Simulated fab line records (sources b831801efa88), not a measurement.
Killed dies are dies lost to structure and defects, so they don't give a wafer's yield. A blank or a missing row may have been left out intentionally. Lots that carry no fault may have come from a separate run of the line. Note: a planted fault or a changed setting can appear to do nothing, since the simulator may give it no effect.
Which tool is to blame?    flow sky130    Sampling: 6 lots, 18 wafers, 2 of 708 route steps

## WHAT EACH GAUGE READ, for each wafer
SKY_GATE_OXIDE_TW_MEAS_14.
lot   measured      on             GATE_OXIDE_TW
L861  day 14 08:17  film metro-04  224.6 222.1 224.2
L864  day 15 22:37  film metro-04  224.9 224.0 224.8
L870  day 17 18:58  film metro-04  271.8 273.6 274.8
L872  day 18 12:40  film metro-01  270.7 271.5 271.8
L876  day 19 16:53  film metro-01  271.4 272.1 271.5
L880  day 20 19:10  film metro-04  223.4 221.5 223.5

## WHAT TOOL EACH LOT RAN ON (gives the tool, then ch and the chambers of the sampled wafers, and finally the start)
lot   SKY_GATE_OXIDE_IMPLANT_11
L861  implanter-01 ch 0, day 14 07:58
L864  implanter-01 ch 0, day 15 22:16
L870  implanter-03 ch 0, day 17 18:12
L872  implanter-04 ch 0, day 18 11:50
L876  implanter-01 ch 0, day 19 16:08
L880  implanter-01 ch 0, day 20 18:48
- SKY_GATE_OXIDE_IMPLANT_11

## THE ANSWER, worked out from the rows above alone
Rule: the usual values come from the lots themselves. Put in order of their means at a reading, lots are off if they are a third of the lots or fewer, leave a main group of 4 or more, and stand apart from it by a gap of 3 or more times the standard deviation of the main group's means; of several such gaps the widest counts. A main group whose means are all the same, to the digits that the tables above print for the reading, isn't used. Also off: a lot with no number at a reading for which 4 or more lots have one. All remaining lots with rows at the step are treated as sound.
Nothing can be told from this: no lot is off at any reading shown.

## WHAT HAD BEEN PUT IN BY THE SIMULATOR
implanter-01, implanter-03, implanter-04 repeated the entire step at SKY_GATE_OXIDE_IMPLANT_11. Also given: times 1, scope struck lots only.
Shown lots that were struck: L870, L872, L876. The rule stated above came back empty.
